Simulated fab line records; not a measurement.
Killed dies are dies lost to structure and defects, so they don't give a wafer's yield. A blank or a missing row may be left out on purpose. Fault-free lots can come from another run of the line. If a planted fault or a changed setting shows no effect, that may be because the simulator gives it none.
fab line records	flow sky130
[record] lots = 24	wafers = 72	lastDay = 50
route steps=708 shown PWDE@52 NWELL@76 LDD_N@244 VIA1@478 METAL2@484 VIA2@519
lots that met no fault: taken from a fault-free run of the same line
startH: hours from the record's opening day to when the first of the lot's shown wafers began	waitH: how many hours have passed since the lot's step before this one	" same as the row above	L1.1+2: a row that stands for several wafers	- either no value or no given start	* or withheld: withheld	< > ~ a bound
route shown NAME@n: names a module that has steps shown in the file, with the first one's number in the route	usual: mean/standard deviation of fault-free wafers	same: alike in all rows	chamber/n: place in a boat	sites: per-site readings	_std_site: their standard deviation	_edge_site: inner sites' mean taken away from outer sites' mean	radiusMm: for every site, how far away it sits from the centre of the wafer	mask NAME#n: copy n	behind: tool/chamber where the wafer was last shaped	hold: why the lot went on hold/how many hours it stayed there/how the hold came to an end	device: which transistor (n, p or np) failed to switch	end of line: the tests these same wafers got at the end of their route	step lacking rows: just its recipe	killed: at the first sort, the dies lost to defects and structure; wafer yield is something else	map: per-die view of a wafer (x killed, . not killed, _ where there is no die)
set.NAME: the setting that was run; set.NAME@STEP: the one run at that earlier step	model.NAME: the simulator's own value behind a step, which no gauge read
route steps across a sampled set of lots; one table per step, one row per wafer
services: when a tool's chamber went out of use (startH, in hours from the record's first day, below 0 if earlier), for how many hours, and the reason
[[steps]]
[step SKY_PWDE_OVL_MEAS_07]
[usual] PWDE_OVL = -0.5/1.4
lot.wafer	tool	chamber	startH	waitH	PWDE_OVL[nm]
L074.1	overlay-02	-	70.41	-	-1.8
L074.2	"	-	"	"	-1.2
L074.5	"	-	"	"	-1.8
L075.2	overlay-02	-	76.10	-	-0.8
L075.3	"	-	"	"	-1.0
L075.6	"	-	"	"	-1.3
L076.1	overlay-01	-	80.83	-	-0.5
L076.5	"	-	"	"	-0.9
L076.6	"	-	"	"	0.7
L077.1	overlay-02	-	82.19	-	0.2
L077.2	"	-	"	"	1.5
L077.5	"	-	"	"	0.7
L078.4	overlay-02	-	90.36	-	-1.6
L078.5	"	-	"	"	-1.3
L078.6	"	-	"	"	-1.3
L079.1	overlay-01	-	98.26	-	0.7
L079.2	"	-	"	"	0.5
L079.6	"	-	"	"	-2.1
L080.1	overlay-01	-	105.68	-	-1.2
L080.3	"	-	"	"	1.2
L080.5	"	-	"	"	-0.8
L082.1	overlay-01	-	123.06	-	0.7
L082.3	"	-	"	"	1.4
L082.6	"	-	"	"	1.9
L081.1	overlay-01	-	124.01	-	1.1
L081.2	"	-	"	"	0.3
L081.4	"	-	"	"	1.6
L083.1	overlay-02	-	124.64	-	0.7
L083.5	"	-	"	"	0.9
L083.6	"	-	"	"	-0.6
L084.2	overlay-02	-	129.08	-	-2.4
L084.3	"	-	"	"	-0.6
L084.6	"	-	"	"	-1.5
L085.1	overlay-01	-	132.39	-	2.4
L085.2	"	-	"	"	-0.6
L085.3	"	-	"	"	-1.0
L086.1	overlay-01	-	140.13	-	2.1
L086.3	"	-	"	"	0.9
L086.5	"	-	"	"	1.0
L087.1	overlay-01	-	147.18	-	0.5
L087.3	"	-	"	"	1.0
L087.5	"	-	"	"	-0.1
L088.1	overlay-02	-	149.31	-	-3.2
L088.2	"	-	"	"	-3.1
L088.5	"	-	"	"	-2.7
L089.1	overlay-01	-	154.51	-	-1.2
L089.5	"	-	"	"	-1.7
L089.6	"	-	"	"	-1.5
L090.1	overlay-02	-	160.24	-	1.5
L090.2	"	-	"	"	-1.6
L090.4	"	-	"	"	-0.9
L091.2	overlay-02	-	166.15	-	-0.9
L091.4	"	-	"	"	0.4
L091.6	"	-	"	"	-0.6
L092.2	overlay-02	-	170.70	-	0.6
L092.3	"	-	"	"	-0.4
L092.4	"	-	"	"	0.3
L093.3	overlay-01	-	177.84	-	1.8
L093.4	"	-	"	"	-0.7
L093.5	"	-	"	"	1.1
L094.1	overlay-02	-	178.86	-	-0.4
L094.2	"	-	"	"	-0.1
L094.3	"	-	"	"	-1.4
L095.1	overlay-01	-	186.31	-	-2.2
L095.4	"	-	"	"	0.9
L095.5	"	-	"	"	-1.0
L096.2	overlay-02	-	193.23	-	-1.2
L096.4	"	-	"	"	-3.3
L096.5	"	-	"	"	-2.0
L097.3	overlay-01	-	196.58	-	-0.7
L097.4	"	-	"	"	-0.9
L097.6	"	-	"	"	-1.5
[step SKY_NWELL_OVL_MEAS_23]
[usual] NWELL_01_OVL = 0.7/1.2
lot.wafer	tool	chamber	startH	waitH	NWELL_01_OVL[nm]
L074.1	overlay-02	-	103.83	-	1.7
L074.2	"	-	"	"	-0.6
L074.5	"	-	"	"	1.0
L075.2	overlay-01	-	110.43	-	0.9
L075.3	"	-	"	"	1.5
L075.6	"	-	"	"	2.1
L076.1	overlay-01	-	115.24	-	3.3
L076.5	"	-	"	"	2.1
L076.6	"	-	"	"	3.4
L077.1	overlay-01	-	117.24	-	1.5
L077.2	"	-	"	"	2.9
L077.5	"	-	"	"	0.0
L078.4	overlay-01	-	126.63	-	5.2
L078.5	"	-	"	"	2.1
L078.6	"	-	"	"	0.9
L079.1	overlay-01	-	135.16	-	2.8
L079.2	"	-	"	"	3.2
L079.6	"	-	"	"	0.8
L080.1	overlay-02	-	143.99	-	0.2
L080.3	"	-	"	"	0.9
L080.5	"	-	"	"	0.0
L082.1	overlay-02	-	162.39	-	1.0
L082.3	"	-	"	"	-0.5
L082.6	"	-	"	"	0.4
L081.1	overlay-01	-	162.74	-	-0.1
L081.2	"	-	"	"	2.0
L081.4	"	-	"	"	0.2
L083.1	overlay-02	-	163.51	-	-2.4
L083.5	"	-	"	"	-1.0
L083.6	"	-	"	"	-1.6
L084.2	overlay-02	-	168.47	-	0.1
L084.3	"	-	"	"	-0.2
L084.6	"	-	"	"	0.3
L085.1	overlay-02	-	172.19	-	-0.6
L085.2	"	-	"	"	-2.1
L085.3	"	-	"	"	-0.3
L086.1	overlay-02	-	181.23	-	0.9
L086.3	"	-	"	"	-0.5
L086.5	"	-	"	"	0.6
L087.1	overlay-02	-	188.43	-	-0.3
L087.3	"	-	"	"	0.0
L087.5	"	-	"	"	2.2
L088.1	overlay-01	-	190.59	-	1.0
L088.2	"	-	"	"	0.4
L088.5	"	-	"	"	-0.1
L089.1	overlay-02	-	196.58	-	0.8
L089.5	"	-	"	"	0.1
L089.6	"	-	"	"	0.6
L090.1	overlay-01	-	202.63	-	0.6
L090.2	"	-	"	"	1.8
L090.4	"	-	"	"	0.7
L091.2	overlay-01	-	209.02	-	1.1
L091.4	"	-	"	"	1.3
L091.6	"	-	"	"	-0.5
L092.2	overlay-01	-	213.78	-	0.1
L092.3	"	-	"	"	1.2
L092.4	"	-	"	"	1.4
L093.3	overlay-01	-	220.29	-	1.5
L093.4	"	-	"	"	2.3
L093.5	"	-	"	"	1.8
L094.1	overlay-02	-	223.46	-	0.9
L094.2	"	-	"	"	-1.0
L094.3	"	-	"	"	-0.5
L095.1	overlay-02	-	229.49	-	0.7
L095.4	"	-	"	"	-0.1
L095.5	"	-	"	"	-1.1
L096.2	overlay-02	-	237.37	-	2.2
L096.4	"	-	"	"	0.0
L096.5	"	-	"	"	-0.4
L097.3	overlay-02	-	241.67	-	-0.4
L097.4	"	-	"	"	1.5
L097.6	"	-	"	"	0.1
[step SKY_LDD_N_OVL_MEAS_07]
[usual] LDD_N_OVL = -0.3/1.4
lot.wafer	tool	chamber	startH	waitH	LDD_N_OVL[nm]
L074.1	overlay-02	-	400.06	0.1	-0.2
L074.2	"	-	"	"	-0.2
L074.5	"	-	"	"	0.8
L075.2	overlay-01	-	409.67	0.1	0.2
L075.3	"	-	"	"	-1.4
L075.6	"	-	"	"	-0.8
L076.1	overlay-01	-	415.34	0.1	-1.8
L076.5	"	-	"	"	-1.2
L076.6	"	-	"	"	0.0
L077.1	overlay-01	-	419.21	0.1	0.5
L077.2	"	-	"	"	0.3
L077.5	"	-	"	"	0.1
L078.4	overlay-02	-	452.68	0.1	-0.9
L078.5	"	-	"	"	-2.1
L078.6	"	-	"	"	-0.8
L080.1	overlay-02	-	475.03	0.1	1.5
L080.3	"	-	"	"	-2.6
L080.5	"	-	"	"	-1.4
L079.1	overlay-02	-	475.63	0.1	0.5
L079.2	"	-	"	"	1.3
L079.6	"	-	"	"	0.1
L082.1	overlay-02	-	489.28	0.1	0.3
L082.3	"	-	"	"	0.3
L082.6	"	-	"	"	-2.0
L083.1	overlay-01	-	492.09	0.1	1.0
L083.5	"	-	"	"	1.2
L083.6	"	-	"	"	2.1
L081.1	overlay-01	-	495.14	0.1	1.8
L081.2	"	-	"	"	-0.3
L081.4	"	-	"	"	1.8
L084.2	overlay-02	-	501.64	0.1	-1.9
L084.3	"	-	"	"	-1.5
L084.6	"	-	"	"	-0.5
L085.1	overlay-02	-	507.46	0.1	-0.1
L085.2	"	-	"	"	-0.8
L085.3	"	-	"	"	0.8
L086.1	overlay-01	-	520.12	0.1	0.1
L086.3	"	-	"	"	-2.6
L086.5	"	-	"	"	-3.3
L087.1	overlay-01	-	528.36	0.1	2.8
L087.3	"	-	"	"	1.7
L087.5	"	-	"	"	1.0
L088.1	overlay-02	-	531.82	0.1	-1.9
L088.2	"	-	"	"	-0.2
L088.5	"	-	"	"	0.1
L089.1	overlay-01	-	538.64	0.1	3.1
L089.5	"	-	"	"	1.6
L089.6	"	-	"	"	2.4
L090.1	overlay-02	-	551.77	0.1	-2.3
L090.2	"	-	"	"	-2.2
L090.4	"	-	"	"	-1.5
L091.2	overlay-01	-	557.38	0.1	1.4
L091.4	"	-	"	"	0.0
L091.6	"	-	"	"	-0.3
L092.2	overlay-01	-	565.27	0.1	1.8
L092.3	"	-	"	"	1.5
L092.4	"	-	"	"	0.1
L093.3	overlay-01	-	570.54	0.1	-1.8
L093.4	"	-	"	"	-3.2
L093.5	"	-	"	"	-0.2
L094.1	overlay-02	-	576.87	0.1	-0.9
L094.2	"	-	"	"	-0.8
L094.3	"	-	"	"	-2.5
L095.1	overlay-02	-	585.16	0.1	-0.8
L095.4	"	-	"	"	-0.4
L095.5	"	-	"	"	1.2
L096.2	overlay-01	-	594.48	0.1	-1.5
L096.4	"	-	"	"	-0.7
L096.5	"	-	"	"	-1.4
L097.3	overlay-02	-	599.92	0.1	-0.9
L097.4	"	-	"	"	-0.4
L097.6	"	-	"	"	-2.4
[step SKY_VIA1_SPUTTER_20]
[recipe] material = TiN	targetThkNm = 20	chamberPressurePa = 5	powerW = 4000	timeS = 80
[usual] throttleValvePct = 30.3/0.8
lot.wafer	tool	chamber	startH	waitH	throttleValvePct
L074.1	pvdSputter-01	-	789.93	0.0	31.7
L074.2	"	-	"	"	28.9
L074.5	"	-	"	"	30.7
L075.2	pvdSputter-03	-	799.15	0.0	30.2
L075.3	"	-	"	"	29.8
L075.6	"	-	"	"	31.4
L076.1	pvdSputter-03	-	804.17	0.0	29.8
L076.5	"	-	"	"	30.5
L076.6	"	-	"	"	30.9
L077.1	pvdSputter-02	-	809.78	0.0	31.2
L077.2	"	-	"	"	29.5
L077.5	"	-	"	"	29.4
L078.4	pvdSputter-03	-	837.42	0.0	31.2
L078.5	"	-	"	"	30.5
L078.6	"	-	"	"	31.1
L080.1	pvdSputter-03	-	853.01	0.0	30.7
L080.3	"	-	"	"	31.2
L080.5	"	-	"	"	31.5
L079.1	pvdSputter-02	-	856.96	0.0	29.6
L079.2	"	-	"	"	31.2
L079.6	"	-	"	"	29.6
L082.1	pvdSputter-02	-	866.90	0.0	29.8
L082.3	"	-	"	"	29.5
L082.6	"	-	"	"	30.1
L083.1	pvdSputter-01	-	869.96	0.0	30.8
L083.5	"	-	"	"	30.3
L083.6	"	-	"	"	31.9
L081.1	pvdSputter-01	-	873.33	0.0	31.7
L081.2	"	-	"	"	30.7
L081.4	"	-	"	"	30.3
L084.2	pvdSputter-03	-	873.98	0.0	30.4
L084.3	"	-	"	"	29.8
L084.6	"	-	"	"	29.7
L085.1	pvdSputter-03	-	881.53	0.0	31.6
L085.2	"	-	"	"	29.5
L085.3	"	-	"	"	30.7
L086.1	pvdSputter-01	-	893.57	0.0	28.8
L086.3	"	-	"	"	30.5
L086.5	"	-	"	"	31.7
L087.1	pvdSputter-01	-	900.68	0.0	30.9
L087.3	"	-	"	"	30.4
L087.5	"	-	"	"	31.6
L088.1	pvdSputter-01	-	903.90	0.0	29.2
L088.2	"	-	"	"	30.5
L088.5	"	-	"	"	30.7
L089.1	pvdSputter-02	-	910.93	0.0	29.9
L089.5	"	-	"	"	30.0
L089.6	"	-	"	"	29.4
L090.1	pvdSputter-02	-	921.46	0.0	29.9
L090.2	"	-	"	"	29.6
L090.4	"	-	"	"	31.1
L091.2	pvdSputter-01	-	926.11	0.0	30.5
L091.4	"	-	"	"	31.6
L091.6	"	-	"	"	30.5
L092.2	pvdSputter-03	-	932.87	0.0	29.7
L092.3	"	-	"	"	30.3
L092.4	"	-	"	"	31.2
L093.3	pvdSputter-02	-	937.10	0.0	29.4
L093.4	"	-	"	"	29.6
L093.5	"	-	"	"	29.5
L094.1	pvdSputter-02	-	939.83	0.0	29.5
L094.2	"	-	"	"	29.1
L094.3	"	-	"	"	31.4
L095.1	pvdSputter-03	-	947.62	0.0	30.7
L095.4	"	-	"	"	30.6
L095.5	"	-	"	"	31.1
L096.2	pvdSputter-02	-	956.59	0.0	31.4
L096.4	"	-	"	"	29.9
L096.5	"	-	"	"	29.7
L097.3	pvdSputter-02	-	957.84	0.0	29.6
L097.4	"	-	"	"	29.6
L097.6	"	-	"	"	29.3
[step SKY_METAL2_SPUTTER_01]
[recipe] material = TiN	targetThkNm = 20	powerW = 6500	timeS = 16.7	chamberPressurePa = 0.4
[usual] throttleValvePct = 30.2/0.7
lot.wafer	tool	chamber	startH	waitH	throttleValvePct
L074.1	pvdSputter-02	-	790.59	0.0	29.9
L074.2	"	-	"	"	31.4
L074.5	"	-	"	"	29.7
L075.2	pvdSputter-04	-	799.80	0.0	30.1
L075.3	"	-	"	"	29.6
L075.6	"	-	"	"	30.2
L076.1	pvdSputter-01	-	804.82	0.0	30.5
L076.5	"	-	"	"	31.4
L076.6	"	-	"	"	30.6
L077.1	pvdSputter-01	-	810.44	0.0	29.1
L077.2	"	-	"	"	30.5
L077.5	"	-	"	"	30.6
L078.4	pvdSputter-01	-	838.07	0.0	30.5
L078.5	"	-	"	"	30.4
L078.6	"	-	"	"	28.8
L080.1	pvdSputter-04	-	853.67	0.0	29.9
L080.3	"	-	"	"	29.7
L080.5	"	-	"	"	29.6
L079.1	pvdSputter-01	-	857.62	0.0	30.3
L079.2	"	-	"	"	29.0
L079.6	"	-	"	"	30.5
L082.1	pvdSputter-02	-	867.55	0.0	29.7
L082.3	"	-	"	"	29.5
L082.6	"	-	"	"	29.8
L083.1	pvdSputter-04	-	870.61	0.0	30.7
L083.5	"	-	"	"	30.7
L083.6	"	-	"	"	30.0
L081.1	pvdSputter-04	-	873.99	0.0	29.7
L081.2	"	-	"	"	30.2
L081.4	"	-	"	"	30.6
L084.2	pvdSputter-01	-	874.64	0.0	31.9
L084.3	"	-	"	"	30.2
L084.6	"	-	"	"	31.6
L085.1	pvdSputter-04	-	882.19	0.0	29.9
L085.2	"	-	"	"	30.4
L085.3	"	-	"	"	30.1
L086.1	pvdSputter-04	-	894.22	0.0	29.8
L086.3	"	-	"	"	29.7
L086.5	"	-	"	"	30.0
L087.1	pvdSputter-02	-	901.34	0.0	29.2
L087.3	"	-	"	"	29.5
L087.5	"	-	"	"	31.4
L088.1	pvdSputter-02	-	904.55	0.0	29.7
L088.2	"	-	"	"	29.4
L088.5	"	-	"	"	29.6
L089.1	pvdSputter-04	-	911.59	0.0	30.5
L089.5	"	-	"	"	29.7
L089.6	"	-	"	"	30.4
L090.1	pvdSputter-04	-	922.28	0.0	30.8
L090.2	"	-	"	"	29.8
L090.4	"	-	"	"	30.6
L091.2	pvdSputter-04	-	926.77	0.0	30.8
L091.4	"	-	"	"	30.0
L091.6	"	-	"	"	29.8
L092.2	pvdSputter-02	-	933.53	0.0	30.0
L092.3	"	-	"	"	29.5
L092.4	"	-	"	"	29.4
L093.3	pvdSputter-01	-	937.75	0.0	30.7
L093.4	"	-	"	"	31.5
L093.5	"	-	"	"	30.5
L094.1	pvdSputter-04	-	940.48	0.0	29.9
L094.2	"	-	"	"	30.4
L094.3	"	-	"	"	30.7
L095.1	pvdSputter-04	-	948.28	0.0	30.5
L095.4	"	-	"	"	29.7
L095.5	"	-	"	"	30.0
L096.2	pvdSputter-04	-	957.25	0.0	29.9
L096.4	"	-	"	"	29.6
L096.5	"	-	"	"	30.8
L097.3	pvdSputter-04	-	958.50	0.0	31.0
L097.4	"	-	"	"	29.7
L097.6	"	-	"	"	31.0
[step SKY_VIA2_CD_MEAS_12]
[recipe] targetCdNm = 200
[usual] cdNm = 200.0/1.4
lot.wafer	tool	chamber	startH	waitH	cdNm
L074.1	cdSem-02	-	845.46	-	199.6
L074.2	"	-	"	"	200.0
L074.5	"	-	"	"	198.6
L075.2	cdSem-02	-	853.56	-	200.0
L075.3	"	-	"	"	199.6
L075.6	"	-	"	"	199.1
L076.1	cdSem-01	-	859.49	-	201.5
L076.5	"	-	"	"	199.4
L076.6	"	-	"	"	200.8
L077.1	cdSem-01	-	864.76	-	202.0
L077.2	"	-	"	"	199.9
L077.5	"	-	"	"	199.8
L078.4	cdSem-02	-	891.30	-	198.4
L078.5	"	-	"	"	200.5
L078.6	"	-	"	"	198.7
L080.1	cdSem-01	-	906.29	-	197.7
L080.3	"	-	"	"	198.9
L080.5	"	-	"	"	198.0
L079.1	cdSem-01	-	910.86	-	201.4
L079.2	"	-	"	"	201.1
L079.6	"	-	"	"	199.9
L082.1	cdSem-02	-	920.59	-	199.8
L082.3	"	-	"	"	199.4
L082.6	"	-	"	"	199.8
L083.1	cdSem-01	-	923.16	-	200.7
L083.5	"	-	"	"	201.2
L083.6	"	-	"	"	201.3
L081.1	cdSem-02	-	926.54	-	199.7
L081.2	"	-	"	"	200.7
L081.4	"	-	"	"	200.7
L084.2	cdSem-01	-	927.71	-	199.7
L084.3	"	-	"	"	200.8
L084.6	"	-	"	"	200.7
L085.1	cdSem-02	-	933.86	-	199.3
L085.2	"	-	"	"	200.7
L085.3	"	-	"	"	199.0
L086.1	cdSem-01	-	945.99	-	202.1
L086.3	"	-	"	"	199.7
L086.5	"	-	"	"	201.2
L087.1	cdSem-02	-	952.34	-	201.8
L087.3	"	-	"	"	202.2
L087.5	"	-	"	"	202.3
L088.1	cdSem-02	-	955.56	-	199.0
L088.2	"	-	"	"	197.5
L088.5	"	-	"	"	197.7
L089.1	cdSem-01	-	961.81	-	198.8
L089.5	"	-	"	"	198.3
L089.6	"	-	"	"	199.0
L090.1	cdSem-02	-	970.54	-	201.1
L090.2	"	-	"	"	201.2
L090.4	"	-	"	"	201.3
L091.2	cdSem-02	-	989.01	-	201.2
L091.4	"	-	"	"	199.9
L091.6	"	-	"	"	199.6
L092.2	cdSem-02	-	991.30	-	199.6
L092.3	"	-	"	"	199.9
L092.4	"	-	"	"	200.0
L093.3	cdSem-02	-	992.25	-	201.6
L093.4	"	-	"	"	201.0
L093.5	"	-	"	"	199.9
L094.1	cdSem-02	-	993.31	-	198.5
L094.2	"	-	"	"	199.0
L094.3	"	-	"	"	197.9
L095.1	cdSem-02	-	996.01	-	201.0
L095.4	"	-	"	"	200.4
L095.5	"	-	"	"	200.4
L096.2	cdSem-02	-	1003.13	-	197.3
L096.4	"	-	"	"	196.4
L096.5	"	-	"	"	196.3
L097.3	cdSem-02	-	1005.50	-	203.2
L097.4	"	-	"	"	201.7
L097.6	"	-	"	"	201.8
[[services]]
tool	chamber	startH	hours	kind
pvdSputter-04	-	775.92	5.5	repair
pvdSputter-04	0	811.75	-	consumableReplace:kit
pvdSputter-04	0	811.75	18.0	scheduledDown
pvdSputter-04	0	811.75	18.0	ventCycle
pvdSputter-03	-	814.03	9.2	repair
pvdSputter-04	-	816.93	2.1	repair
pvdSputter-02	-	832.51	12.7	repair
pvdSputter-03	-	842.93	0.7	repair
pvdSputter-01	-	845.03	0.9	repair
pvdSputter-01	-	860.96	2.1	repair
pvdSputter-02	2	861.36	-	consumableReplace:kit
pvdSputter-02	2	861.36	18.0	scheduledDown
pvdSputter-02	2	861.36	18.0	ventCycle
pvdSputter-03	-	898.83	0.7	repair
pvdSputter-01	-	909.97	1.9	repair
pvdSputter-03	-	920.18	1.9	repair
pvdSputter-02	-	926.81	3.3	repair
pvdSputter-04	-	942.44	1.1	repair
pvdSputter-01	0	958.13	-	consumableReplace:kit
pvdSputter-01	0	958.13	18.0	scheduledDown
pvdSputter-01	0	958.13	18.0	ventCycle
[[key]]
fault none
